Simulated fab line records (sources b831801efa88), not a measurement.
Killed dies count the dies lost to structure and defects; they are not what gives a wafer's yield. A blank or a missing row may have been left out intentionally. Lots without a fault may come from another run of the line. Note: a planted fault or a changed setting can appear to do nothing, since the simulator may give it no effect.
fab line records	flow sfq-line
[record] lots = 7	wafers = 21	last-day = 92
route steps=325 shown I6@280 M7@281 I7@296 M8@311
lots with no fault: from the same line, run without faults
start-h: the number of hours between the record's first day and the start of the first shown wafer of the lot	wait-h: hours from the lot's prior step to this one	" as in the row above	L1.1+2: a single row standing in for several wafers	- no value present, or no start provided	* or withheld: withheld	< > ~ a bound
route shown NAME@n: names a module that has steps shown in the file, with the first one's number in the route	usual: the fault-free wafers' mean and standard deviation	same: alike in all rows	chamber/n: place in a boat	sites: each site's reading	_std_site: the standard deviation of these	_edge_site: mean of outer sites minus mean of inner sites	radius-mm: how far each site lies from the wafer's centre	mask NAME#n: copy n	behind: tool/chamber where the wafer was last shaped	hold: reason for holding the lot/hours on hold/outcome of the hold	device: transistor that didn't switch, given as n, p or np	end of line: at the end of the route, the tests of the same wafers	step lacking rows: just its recipe	killed: at the first sort, the dies lost to defects and structure; wafer yield is something else	map: shows each die of a wafer: x if killed, . if not, _ if none is there
set.NAME: the setting the step ran with; set.NAME@STEP: the setting that earlier step ran with	model.NAME: the simulator's own value behind a step, which no gauge read
certain route steps with their lots: each step a table, each wafer a row
services: the hour from which a tool's chamber was out of use, counted from the record's first day as start-h (under 0 if before that day), plus the number of hours and why
[[steps]]
[step SFQ_TRILAYER_I6_VIA_STRIP_SOLV_CLEAN_174]
[recipe] chemistry = NMP	temp-c = 70	time-s = 600
[step SFQ_TRILAYER_M7_DEP_PRE_CLEAN_176]
[recipe] gas = Ar	time-s = 22.5	bias-v = 250
[step SFQ_TRILAYER_M7_DEP_SPUTTER_175]
[recipe] material = Nb	base-pressure-pa = 1.33e-06	chamber-pressure-pa = 0.1333	substrate-temp-c = 20	target-thk-nm = 200	power-w = 2000	time-s = 133.3
[usual] cathode-dc-power-W = 2000.1/0.39	substrate-temp-c = 20.00/0.1	throttle-valve-pct = 29.9/1.3
lot.wafer	tool	chamber	start-h	wait-h	cathode-dc-power-W	substrate-temp-c	throttle-valve-pct
L818.1	pvd-sputter-05	-	1845.37	0.0	2000.3	20.13	31.6
L818.3	"	-	"	"	1999.8	20.06	28.4
L818.6	"	-	"	"	1999.7	20.13	31.0
L819.2	pvd-sputter-03	-	1846.57	0.0	2000.3	19.99	29.5
L819.4	"	-	"	"	1999.8	20.03	29.8
L819.6	"	-	"	"	2000.4	20.13	30.7
L823.1	pvd-sputter-03	-	1938.39	0.0	1999.9	20.03	29.5
L823.4	"	-	"	"	2000.1	19.81	29.7
L823.6	"	-	"	"	2000.7	20.18	27.8
L831.1	pvd-sputter-04	-	2010.72	0.0	2000.0	19.99	27.2
L831.2	"	-	"	"	1999.7	19.95	30.3
L831.6	"	-	"	"	2000.1	19.90	30.2
L832.3	pvd-sputter-05	-	2016.84	0.0	2000.0	20.06	28.3
L832.4	"	-	"	"	2000.5	20.05	31.2
L832.5	"	-	"	"	2000.6	19.89	28.2
L833.1	pvd-sputter-03	-	2021.64	0.0	2000.1	19.95	29.6
L833.2	"	-	"	"	2000.6	19.99	28.1
L833.5	"	-	"	"	1999.7	19.99	29.5
L835.3	pvd-sputter-03	-	2025.24	0.0	2000.3	20.12	30.9
L835.4	"	-	"	"	2000.3	19.98	28.0
L835.5	"	-	"	"	2000.4	20.03	28.3
[step SFQ_M7_RS_MEAS_943]
[recipe] thk-meas-gauge = four-point-probe	reads = Nb_of_TRILAYER_M7_DEP_SPUTTER_175
[usual] M7_NB_RS = 0.887/0.011
lot.wafer	tool	chamber	start-h	wait-h	M7_NB_RS[ohm/sq]
L818.1	film-metro-04	-	1845.47	0.0	0.904
L818.3	"	-	"	"	0.878
L818.6	"	-	"	"	0.892
L819.2	film-metro-03	-	1846.69	0.1	0.900
L819.4	"	-	"	"	0.884
L819.6	"	-	"	"	0.881
L823.1	film-metro-03	-	1938.49	0.0	0.871
L823.4	"	-	"	"	0.874
L823.6	"	-	"	"	0.888
L831.1	film-metro-04	-	2010.81	0.0	0.909
L831.2	"	-	"	"	0.889
L831.6	"	-	"	"	0.881
L832.3	film-metro-03	-	2016.97	0.1	0.876
L832.4	"	-	"	"	0.883
L832.5	"	-	"	"	0.867
L833.1	film-metro-03	-	2021.73	0.0	0.886
L833.2	"	-	"	"	0.900
L833.5	"	-	"	"	0.890
L835.3	film-metro-04	-	2025.37	0.1	0.869
L835.4	"	-	"	"	0.886
L835.5	"	-	"	"	0.889
[step SFQ_TRILAYER_M7_LITHO_COAT_182]
[recipe] resist = BARC	spin-rpm = 3000	resist-thk-nm = 62
[step SFQ_TRILAYER_M7_LITHO_COAT_177]
[recipe] resist = KrF	spin-rpm = 3000	resist-thk-nm = 600
[step SFQ_TRILAYER_M7_LITHO_SOFTBAKE_181]
[recipe] temp-c = withheld	time-s = withheld	resist = KrF
[step SFQ_TRILAYER_M7_LITHO_EXPOSE_178]
[recipe] mask-id = M7	na = 0.6	source-shape = conventional	sigma-outer = 0.65	target-cd-nm = 500	dose-mj = 14.4
[step SFQ_TRILAYER_M7_LITHO_PEB_180]
[recipe] peb-temp-c = 115	peb-time-s = 60	resist = KrF
[step SFQ_TRILAYER_M7_LITHO_DEVELOP_179]
[recipe] time-s = 60	resist = KrF
[step SFQ_M7_OVL_MEAS_945]
[usual] M7_OVL = -1/5.1
lot.wafer	tool	chamber	start-h	wait-h	M7_OVL[nm]
L818.1	overlay-01	-	1924.20	0.1	3
L818.3	"	-	"	"	-4
L818.6	"	-	"	"	6
L819.2	overlay-01	-	1925.41	0.1	0
L819.4	"	-	"	"	2
L819.6	"	-	"	"	-1
L823.1	overlay-01	-	2021.85	0.1	-7
L823.4	"	-	"	"	-4
L823.6	"	-	"	"	-6
L831.1	overlay-01	-	2100.30	0.1	-8
L831.2	"	-	"	"	-4
L831.6	"	-	"	"	-3
L832.3	overlay-01	-	2105.11	0.1	-1
L832.4	"	-	"	"	0
L832.5	"	-	"	"	-1
L833.1	overlay-02	-	2109.90	0.1	4
L833.2	"	-	"	"	-2
L833.5	"	-	"	"	-1
L835.3	overlay-01	-	2114.71	0.1	-7
L835.4	"	-	"	"	-4
L835.5	"	-	"	"	-3
[step SFQ_TRILAYER_M7_BARC_OPEN_METAL_ETCH_229]
[recipe] mask-material = PR	chemistry = O2	target-depth-nm = 125	target = BARC	icp-w = 600	bias-w = 80	pressure-mtorr = 10	time-s = 41.7
[usual] bias-w = 79.98/0.22	chamber-pressure-mTorr = 10.000/0.01	drypump-motor-current-A = 5.7/0.39	oes-product-au = 0.685/0.0049
lot.wafer	tool	chamber	start-h	wait-h	bias-w	chamber-pressure-mTorr	drypump-motor-current-A	oes-product-au	rf-hours-counter-h	model.KrF_of_TRILAYER_M7_LITHO_COAT_177.thk-nm
L818.1	rie-metal-02	0	1924.24	0.0	79.94	10.014	5.6	0.692	33	521.7
L818.3	"	0	"	"	79.68	10.000	5.6	0.683	-	519.2
L818.6	"	0	"	"	79.86	9.976	5.5	0.685	-	521.9
L819.2	rie-metal-02	1	1925.44	0.0	80.08	9.997	6.3	0.680	60	518.4
L819.4	"	1	"	"	79.84	10.008	6.3	0.680	-	519.8
L819.6	"	1	"	"	80.04	10.004	6.3	0.680	-	519.3
L823.1	rie-metal-04	1	2021.89	0.0	80.22	10.025	5.4	0.692	29	522.5
L823.4	"	1	"	"	79.95	10.015	5.5	0.688	-	522.1
L823.6	"	0	"	"	79.34	10.011	5.4	0.683	-	521.9
L831.1	rie-metal-02	0	2100.33	0.0	-	-	-	-	-	573.1
L831.2	"	1	"	"	-	-	-	-	-	572.8
L831.6	"	0	"	"	-	-	-	-	-	571.9
L832.3	rie-metal-02	1	2105.15	0.0	-	-	-	-	-	577.1
L832.4	"	0	"	"	-	-	-	-	-	578.7
L832.5	"	0	"	"	-	-	-	-	-	577.9
L833.1	rie-metal-02	0	2109.93	0.0	-	-	-	-	-	574.2
L833.2	"	1	"	"	-	-	-	-	-	576.2
L833.5	"	0	"	"	-	-	-	-	-	574.3
L835.3	rie-metal-02	0	2114.75	0.0	79.92	9.995	5.5	0.684	-	519.4
L835.4	"	1	"	"	79.87	9.992	6.3	0.693	-	519.9
L835.5	"	1	"	"	80.18	9.998	6.3	0.680	-	519.6
[step SFQ_TRILAYER_M7_ETCH_METAL_ETCH_180]
[recipe] target = Nb	stop-on = SiO2	mask-material = PR	chemistry = Cl2/Ar	target-depth-nm = 240	icp-w = 600	bias-w = 80	pressure-mtorr = 10	time-s = 120
[usual] bias-w = 79.95/0.22	chamber-pressure-mTorr = 10.000/0.0094	drypump-motor-current-A = 5.7/0.39	oes-product-au = 0.897/0.0077
lot.wafer	tool	chamber	start-h	wait-h	bias-w	chamber-pressure-mTorr	drypump-motor-current-A	oes-product-au	rf-hours-counter-h	model.KrF_of_TRILAYER_M7_LITHO_COAT_177.thk-nm
L818.1	rie-metal-02	0	1924.30	0.0	79.70	10.014	5.5	0.886	33	381.3
L818.3	"	0	"	"	80.03	9.992	5.6	0.891	-	378.8
L818.6	"	0	"	"	80.20	10.003	5.5	0.894	-	381.7
L819.2	rie-metal-02	1	1925.50	0.0	80.12	10.002	6.3	0.887	60	375.1
L819.4	"	1	"	"	80.04	9.998	6.3	0.900	-	376.2
L819.6	"	1	"	"	79.92	9.992	6.3	0.904	-	376.7
L823.1	rie-metal-04	1	2021.95	0.0	80.19	10.003	5.5	0.902	29	380.1
L823.4	"	1	"	"	79.85	9.999	5.5	0.907	-	380.6
L823.6	"	0	"	"	79.60	10.009	5.4	0.888	-	378.8
L831.1	rie-metal-02	0	2100.39	0.0	79.76	9.990	5.5	0.370	50	433.5
L831.2	"	1	"	"	79.80	10.007	6.3	0.382	80	431.9
L831.6	"	0	"	"	79.76	10.017	5.5	0.378	-	432.3
L832.3	rie-metal-02	1	2105.24	0.1	79.60	9.999	6.3	0.374	-	435.8
L832.4	"	0	"	"	80.09	9.985	5.5	0.378	-	439.9
L832.5	"	0	"	"	80.09	10.005	5.5	0.381	-	438.1
L833.1	rie-metal-02	0	2109.99	0.0	79.82	9.996	5.6	0.378	51	435.4
L833.2	"	1	"	"	80.00	9.999	6.3	0.375	81	437.1
L833.5	"	0	"	"	79.78	10.006	5.5	0.385	-	435.3
L835.3	rie-metal-02	0	2114.84	0.1	80.35	10.000	5.5	0.912	-	379.5
L835.4	"	1	"	"	79.95	9.996	6.3	0.901	-	380.3
L835.5	"	1	"	"	79.95	10.001	6.3	0.892	-	379.7
[step SFQ_TRILAYER_M7_STRIP_STRIP_181]
[recipe] gas = O2	power-w = 200	platen-temp-c = 40	overash-fraction = 0.65	chemistry = O2	pressure-mtorr = 50
[step SFQ_TRILAYER_M7_STRIP_SOLV_CLEAN_182]
[recipe] chemistry = NMP	temp-c = 70	time-s = 600
[step SFQ_TRILAYER_I7_DEP_PECVD_183]
[recipe] material = SiO2	temp-c = 150	time-s = 111.11	pressure-torr = 2.4	rf-w = 183.3	precursor = SiH4/N2O	target-thk-nm = 500
[step SFQ_TRILAYER_I7_CMP_CMP_184]
[recipe] material = SiO2	down-force-psi = 3	platen-rpm = 60	pad-velocity-m-s = 0.94248
[usual] motor-current-A = 10.3/0.72	time-to-endpoint-s = 213/6.5
lot.wafer	tool	chamber	start-h	wait-h	motor-current-A	time-to-endpoint-s
L818.3	cmp-01	1	1926.61	1.3	10.4	212
L818.1	"	3	1927.61	2.3	10.1	210
L818.6	"	2	1929.11	3.7	11.7	224
L819.2	cmp-01	2	1930.11	3.6	11.6	216
L819.4	"	3	"	"	10.0	211
L819.6	"	2	1932.11	5.6	11.5	211
L823.1	cmp-02	0	2022.92	0.0	10.7	216
L823.4	"	1	"	"	9.9	204
L823.6	"	1	2025.42	2.5	9.6	221
L831.1	cmp-02	0	2101.37	0.0	10.6	204
L831.2	"	1	"	"	9.4	194
L831.6	"	0	2103.37	2.0	10.7	206
L832.4	cmp-01	0	2106.67	0.5	9.7	219
L832.3	"	2	2107.67	1.5	11.7	217
L832.5	"	3	"	"	10.1	208
L833.2	cmp-02	2	2111.47	0.5	9.6	212
L833.1	"	3	"	"	11.1	216
L833.5	"	2	2113.47	2.5	9.9	220
L835.4	cmp-01	1	2116.37	0.6	10.2	216
L835.3	"	3	2117.37	1.6	10.2	213
L835.5	"	2	2118.87	3.1	11.2	223
[step SFQ_I7_BOW_MEAS_946]
[recipe] mode = bow
[usual] I7_BOW = 7/7.8
lot.wafer	tool	chamber	start-h	wait-h	I7_BOW[um]
L818.1	film-metro-04	-	1929.61	1.5	14
L818.3	"	-	"	"	16
L818.6	"	-	"	"	5
L819.2	film-metro-03	-	1932.63	2.0	9
L819.4	"	-	"	"	1
L819.6	"	-	"	"	-2
L823.1	film-metro-01	-	2025.92	2.5	3
L823.4	"	-	"	"	3
L823.6	"	-	"	"	-6
L831.1	film-metro-01	-	2104.37	2.5	0
L831.2	"	-	"	"	14
L831.6	"	-	"	"	10
L832.3	film-metro-03	-	2109.21	1.0	13
L832.4	"	-	"	"	18
L832.5	"	-	"	"	18
L833.1	film-metro-03	-	2113.97	1.5	2
L833.2	"	-	"	"	14
L833.5	"	-	"	"	8
L835.3	film-metro-03	-	2119.41	1.5	6
L835.4	"	-	"	"	10
L835.5	"	-	"	"	4
[step SFQ_TRILAYER_I7_METRO_MEASURE_185]
[usual] thk-nm = 199.5/1.1
lot.wafer	tool	chamber	start-h	wait-h	thk-nm
L818.1	film-metro-04	-	1929.73	0.1	199.7
L818.3	"	-	"	"	199.5
L818.6	"	-	"	"	198.7
L819.2	film-metro-03	-	1932.93	0.3	200.7
L819.4	"	-	"	"	200.2
L819.6	"	-	"	"	201.0
L823.1	film-metro-01	-	2026.04	0.1	200.3
L823.4	"	-	"	"	198.3
L823.6	"	-	"	"	198.5
L831.1	film-metro-01	-	2104.49	0.1	199.2
L831.2	"	-	"	"	198.1
L831.6	"	-	"	"	199.4
L832.3	film-metro-03	-	2109.69	0.5	201.5
L832.4	"	-	"	"	200.9
L832.5	"	-	"	"	201.2
L833.1	film-metro-03	-	2114.09	0.1	199.3
L833.2	"	-	"	"	199.2
L833.5	"	-	"	"	199.2
L835.3	film-metro-03	-	2119.89	0.5	198.4
L835.4	"	-	"	"	199.1
L835.5	"	-	"	"	199.1
[step SFQ_TRILAYER_I7_VIA_LITHO_COAT_192]
[recipe] resist = BARC	spin-rpm = 3000	resist-thk-nm = 62
[step SFQ_TRILAYER_I7_VIA_LITHO_COAT_187]
[recipe] resist = KrF	spin-rpm = 3000	resist-thk-nm = 650
[step SFQ_TRILAYER_I7_VIA_LITHO_SOFTBAKE_191]
[recipe] temp-c = withheld	time-s = withheld	resist = KrF
[step SFQ_TRILAYER_I7_VIA_LITHO_EXPOSE_188]
[recipe] mask-id = I7	na = 0.6	source-shape = conventional	sigma-outer = 0.65	target-cd-nm = 1000	dose-mj = 21.3
[usual] exposure-dose-mJ-cm2 = 21.299/0.023	focus-offset-nm = 0.0/0.49
lot.wafer	tool	chamber	start-h	wait-h	mask	exposure-dose-mJ-cm2	focus-offset-nm
L818.1	krf-scanner-02	0	1939.63	-	I7#0	21.302	-0.1
L818.3	"	0	"	"	I7#0	21.281	-0.2
L818.6	"	0	"	"	I7#0	21.314	-0.4
L819.2	krf-scanner-02	0	1941.03	-	I7#0	21.285	-0.6
L819.4	"	0	"	"	I7#0	21.290	-0.3
L819.6	"	0	"	"	I7#0	21.292	-0.2
L823.1	krf-scanner-01	0	2115.60	-	I7#0	21.315	-1.0
L823.4	"	0	"	"	I7#0	21.277	-0.4
L823.6	"	0	"	"	I7#0	21.296	-0.4
L831.1	krf-scanner-02	-	2194.92	-	I7#0	-	-
L831.2	"	-	"	"	I7#0	-	-
L831.6	"	-	"	"	I7#0	-	-
L832.3	krf-scanner-02	-	2197.72	-	I7#0	-	-
L832.4	"	-	"	"	I7#0	-	-
L832.5	"	-	"	"	I7#0	-	-
L833.1	krf-scanner-02	-	2199.72	-	I7#0	-	-
L833.2	"	-	"	"	I7#0	-	-
L833.5	"	-	"	"	I7#0	-	-
L835.3	krf-scanner-02	0	2203.72	-	I7#0	21.306	0.7
L835.4	"	0	"	"	I7#0	21.312	0.5
L835.5	"	0	"	"	I7#0	21.306	-0.1
[step SFQ_TRILAYER_I7_VIA_LITHO_PEB_190]
[recipe] peb-temp-c = 115	peb-time-s = 60	resist = KrF
[step SFQ_TRILAYER_I7_VIA_LITHO_DEVELOP_189]
[recipe] time-s = 60	resist = KrF
[step SFQ_I7_OVL_MEAS_947]
[usual] I7_OVL = -2/5.5
lot.wafer	tool	chamber	start-h	wait-h	I7_OVL[nm]
L818.1	overlay-02	-	1941.13	0.1	-4
L818.3	"	-	"	"	0
L818.6	"	-	"	"	-3
L819.2	overlay-02	-	1942.34	0.1	-1
L819.4	"	-	"	"	4
L819.6	"	-	"	"	1
L823.1	overlay-01	-	2117.10	0.1	-2
L823.4	"	-	"	"	-4
L823.6	"	-	"	"	-7
L831.1	overlay-01	-	2196.42	0.1	-
L831.2	"	-	"	"	-
L831.6	"	-	"	"	-
L832.3	overlay-01	-	2198.84	0.1	-
L832.4	"	-	"	"	-
L832.5	"	-	"	"	-
L833.1	overlay-02	-	2201.22	0.1	-
L833.2	"	-	"	"	-
L833.5	"	-	"	"	-
L835.3	overlay-02	-	2204.84	0.1	-9
L835.4	"	-	"	"	-11
L835.5	"	-	"	"	-7
[step SFQ_TRILAYER_I7_VIA_BARC_OPEN_VIA_ETCH_260]
[recipe] mask-material = PR	chemistry = O2	target-depth-nm = 125	target = BARC	source-w = 500	bias-w = 80	pressure-mtorr = 30	time-s = 41.7
[usual] bias-w = 80.03/0.21	chamber-pressure-mTorr = 30.001/0.03	drypump-motor-current-A = 5.7/0.34	oes-product-au = 0.685/0.0047
lot.wafer	tool	chamber	start-h	wait-h	bias-w	chamber-pressure-mTorr	drypump-motor-current-A	oes-product-au	rf-hours-counter-h
L818.1	rie-diel-04	3	1941.17	0.0	80.15	30.040	5.7	0.681	5
L818.3	"	1	"	"	80.07	29.984	5.2	0.688	5
L818.6	"	0	"	"	79.73	30.017	5.8	0.683	-
L819.2	rie-diel-01	2	1942.37	0.0	80.15	29.964	5.7	0.685	9
L819.4	"	0	"	"	79.74	29.931	5.9	0.683	-
L819.6	"	1	"	"	79.72	30.030	6.0	0.683	-
L823.1	rie-diel-02	0	2117.13	0.0	80.11	29.985	5.9	0.688	14
L823.4	"	3	"	"	80.04	30.008	6.2	0.688	16
L823.6	"	3	"	"	80.05	30.020	6.2	0.690	-
L831.1	rie-diel-02	0	2196.46	0.0	80.03	30.049	5.8	0.674	15
L831.2	"	3	"	"	80.24	30.045	6.2	0.680	16
L831.6	"	3	"	"	79.94	29.988	6.2	0.686	-
L832.3	rie-diel-04	2	2198.86	0.0	80.20	30.034	5.4	0.689	8
L832.4	"	3	"	"	79.86	29.981	5.7	0.688	8
L832.5	"	0	"	"	80.11	30.009	5.9	0.689	-
L833.1	rie-diel-02	1	2201.26	0.0	79.82	30.029	5.4	0.685	1
L833.2	"	2	"	"	79.84	30.036	6.0	0.689	10
L833.5	"	1	"	"	80.25	29.998	5.4	0.686	-
L835.3	rie-diel-01	3	2204.86	0.0	79.82	29.988	4.8	0.687	3
L835.4	"	2	"	"	79.82	30.084	5.7	0.686	12
L835.5	"	2	"	"	80.07	29.972	5.7	0.694	-
[step SFQ_TRILAYER_I7_VIA_ETCH_VIA_ETCH_190]
[recipe] target = SiO2	stop-on = Nb	mask-material = PR	taper-deg = 20	chemistry = CHF3	target-depth-nm = 260	source-w = 500	bias-w = 80	pressure-mtorr = 30	time-s = withheld
[usual] bias-w = 80.02/0.24	chamber-pressure-mTorr = 30.004/0.028	drypump-motor-current-A = 5.7/0.34	oes-product-au = 0.853/0.0051
lot.wafer	tool	chamber	start-h	wait-h	bias-w	chamber-pressure-mTorr	drypump-motor-current-A	oes-product-au
L818.1	rie-diel-04	3	1941.21	0.0	79.87	29.989	5.7	0.857
L818.3	"	1	"	"	80.15	30.017	5.2	0.857
L818.6	"	0	"	"	80.16	30.023	5.8	0.848
L819.2	rie-diel-01	2	1942.41	0.0	80.10	29.983	5.7	0.848
L819.4	"	0	"	"	80.23	30.018	5.9	0.856
L819.6	"	1	"	"	79.62	30.005	6.1	0.857
L823.1	rie-diel-02	0	2117.17	0.0	80.10	30.032	5.8	0.858
L823.4	"	3	"	"	79.76	29.966	6.2	0.840
L823.6	"	3	"	"	80.00	29.979	6.2	0.857
L831.1	rie-diel-02	0	2196.50	0.0	80.08	30.083	5.8	0.370
L831.2	"	3	"	"	79.78	29.996	6.2	0.379
L831.6	"	3	"	"	79.73	30.001	6.2	0.387
L832.3	rie-diel-04	2	2198.90	0.0	79.86	30.012	5.4	0.375
L832.4	"	3	"	"	80.01	29.984	5.6	0.382
L832.5	"	0	"	"	80.20	29.983	5.8	0.379
L833.1	rie-diel-02	1	2201.30	0.0	79.78	30.005	5.3	0.377
L833.2	"	2	"	"	80.09	29.969	5.9	0.370
L833.5	"	1	"	"	80.01	30.043	5.4	0.372
L835.3	rie-diel-01	3	2204.90	0.0	80.17	29.985	4.8	0.855
L835.4	"	2	"	"	79.74	29.984	5.7	0.856
L835.5	"	2	"	"	80.08	30.011	5.7	0.854
[step SFQ_TRILAYER_I7_VIA_STRIP_STRIP_191]
[recipe] gas = O2	power-w = 200	platen-temp-c = 40	overash-fraction = 0.65	chemistry = O2	pressure-mtorr = 50
[step SFQ_TRILAYER_I7_VIA_STRIP_SOLV_CLEAN_192]
[recipe] chemistry = NMP	temp-c = 70	time-s = 600
[step SFQ_TRILAYER_M8_LITHO_LOR_COAT_197]
[recipe] resist = lift-off	spin-rpm = 3000
[step SFQ_TRILAYER_M8_LITHO_LOR_BAKE_198]
[recipe] resist = lift-off	temp-c = withheld	time-s = withheld
[step SFQ_TRILAYER_M8_LITHO_COAT_193]
[recipe] resist = KrF	spin-rpm = 3000	resist-thk-nm = 600
[step SFQ_TRILAYER_M8_LITHO_SOFTBAKE_199]
[recipe] temp-c = withheld	time-s = withheld	resist = KrF
[step SFQ_TRILAYER_M8_LITHO_PEB_196]
[recipe] peb-temp-c = 115	peb-time-s = 60	resist = KrF
[step SFQ_TRILAYER_M8_LITHO_DEVELOP_195]
[recipe] img-clear-s = 15	time-s = 55	resist = KrF
[step SFQ_M8_OVL_MEAS_948]
[usual] M8_OVL = -1/6.4
lot.wafer	tool	chamber	start-h	wait-h	M8_OVL[nm]
L818.1	overlay-02	-	1946.04	0.1	10
L818.3	"	-	"	"	9
L818.6	"	-	"	"	10
L819.2	overlay-02	-	1947.13	0.1	4
L819.4	"	-	"	"	0
L819.6	"	-	"	"	-1
L823.1	overlay-02	-	2120.85	0.1	2
L823.4	"	-	"	"	10
L823.6	"	-	"	"	10
L831.1	overlay-01	-	2200.18	0.1	-
L831.2	"	-	"	"	-
L831.6	"	-	"	"	-
L832.3	overlay-02	-	2202.59	0.1	-
L832.4	"	-	"	"	-
L832.5	"	-	"	"	-
L833.1	overlay-02	-	2206.30	0.1	-
L833.2	"	-	"	"	-
L833.5	"	-	"	"	-
L835.3	overlay-02	-	2208.72	0.1	-1
L835.4	"	-	"	"	-1
L835.5	"	-	"	"	1
[step SFQ_TRILAYER_M8_DEP_EVAP_197]
[recipe] material = Ti	angular-spread-deg = 1	target-thk-nm = 20	time-s = 100	power-w = 2000
[step SFQ_TRILAYER_M8_DEP_EVAP_198]
[recipe] material = Pt	angular-spread-deg = 1	target-thk-nm = 50	time-s = 250	power-w = 2000
[step SFQ_TRILAYER_M8_DEP_EVAP_196]
[recipe] material = Au	angular-spread-deg = 1	target-thk-nm = 180	time-s = 900	power-w = 2000
[step SFQ_M8_BOW_MEAS_951]
[recipe] mode = bow
[usual] M8_BOW = 8/8.1
lot.wafer	tool	chamber	start-h	wait-h	M8_BOW[um]	model.etest.m8.ohm-sq	model.etest.i7.link-ohm	model.etest.m7.comb-log10-ohm
L818.1	film-metro-02	-	1947.18	0.0	14	0.153	1.063	12
L818.3	"	-	"	"	16	0.1502	1.036	12
L818.6	"	-	"	"	7	0.1503	1.048	12
L819.2	film-metro-01	-	1948.28	0.0	11	0.1582	1.063	12
L819.4	"	-	"	"	3	0.1589	1.049	12
L819.6	"	-	"	"	-1	0.1572	1.046	12
L823.1	film-metro-01	-	2121.99	0.0	5	0.1527	1.031	12
L823.4	"	-	"	"	6	0.1527	1.034	12
L823.6	"	-	"	"	-4	0.1532	1.049	12
L831.1	film-metro-04	-	2201.31	0.0	-1	1e+06	1e+06	0
L831.2	"	-	"	"	14	1e+06	1e+06	0
L831.6	"	-	"	"	9	1e+06	1e+06	0
L832.3	film-metro-01	-	2203.75	0.0	16	1e+06	1e+06	0
L832.4	"	-	"	"	21	1e+06	1e+06	0
L832.5	"	-	"	"	22	1e+06	1e+06	0
L833.1	film-metro-02	-	2207.44	0.0	5	1e+06	1e+06	0
L833.2	"	-	"	"	16	1e+06	1e+06	0
L833.5	"	-	"	"	11	1e+06	1e+06	0
L835.3	film-metro-04	-	2209.90	0.0	7	0.1539	1.028	12
L835.4	"	-	"	"	10	0.154	1.046	12
L835.5	"	-	"	"	4	0.1535	1.047	12
[[services]]
tool	chamber	start-h	hours	kind
film-metro-03	-	1832.72	0.3	pm
krf-scanner-02	-	1833.36	1.0	pm
rie-diel-01	3	1839.28	2.2	repair
rie-metal-02	-	1851.52	1.2	repair
rie-metal-02	0	1911.90	3.8	repair
rie-diel-02	-	1912.69	0.7	repair
rie-diel-02	0	1921.37	12.4	repair
rie-metal-02	0	1945.48	14.1	repair
krf-scanner-02	-	1946.83	1.3	pm
rie-metal-02	-	1955.64	28.1	pm
rie-metal-02	-	1984.01	2.4	repair
rie-diel-02	0	1999.58	1.2	repair
krf-scanner-02	-	2002.10	1.0	pm
rie-diel-02	3	2043.43	9.7	repair
krf-scanner-02	-	2083.95	11.6	pm
krf-scanner-02	-	2095.50	0.8	pm
krf-scanner-02	-	2101.02	0.8	pm
rie-diel-02	0	2120.64	7.4	repair
krf-scanner-02	-	2122.11	1.3	pm
rie-diel-02	-	2139.85	0.6	repair
rie-metal-02	-	2140.04	0.6	repair
rie-metal-02	1	2157.02	1.9	repair
rie-metal-02	0	2168.04	8.9	repair
krf-scanner-02	-	2170.66	1.0	pm
[[key]]
[first-sign] step = SFQ_TRILAYER_M7_BARC_OPEN_METAL_ETCH_229	reading = tool-record	direction = missing
[effect] step = SFQ_TRILAYER_M7_ETCH_METAL_ETCH_180	reading = oes-product-au	direction = down	sigmas = 67	usual = 0.897	struck = 0.378
[effect] step = SFQ_TRILAYER_I7_VIA_LITHO_EXPOSE_188	reading = tool-record	direction = missing
[effect] step = SFQ_I7_OVL_MEAS_947	reading = I7_OVL	direction = missing
[effect] step = SFQ_TRILAYER_I7_VIA_ETCH_VIA_ETCH_190	reading = oes-product-au	direction = down	sigmas = 94	usual = 0.853	struck = 0.377
[effect] step = SFQ_M8_OVL_MEAS_948	reading = M8_OVL	direction = missing
[model-effect] step = SFQ_TRILAYER_M7_BARC_OPEN_METAL_ETCH_229	value = KrF_of_TRILAYER_M7_LITHO_COAT_177.thk-nm	without = 523.8	struck = 575.1
[model-effect] step = SFQ_TRILAYER_M7_ETCH_METAL_ETCH_180	value = KrF_of_TRILAYER_M7_LITHO_COAT_177.thk-nm	without = 384.1	struck = 435.5
[model-effect] step = SFQ_M8_BOW_MEAS_951	value = etest.m8.ohm-sq	without = 0.1534	struck = 1e+06
met-at SFQ_TRILAYER_M7_BARC_OPEN_METAL_ETCH_229
struck-wafers L831.1,L831.2,L831.6,L832.3,L832.4,L832.5,L833.1,L833.2,L833.5
onset-between 1925.44 2100.33
[fault] kind = skipped-step-whole	tool = rie-metal-02	chamber = -	onset-h = 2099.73	steps = SFQ_TRILAYER_M7_BARC_OPEN_METAL_ETCH_229	scope = struck-lots-only
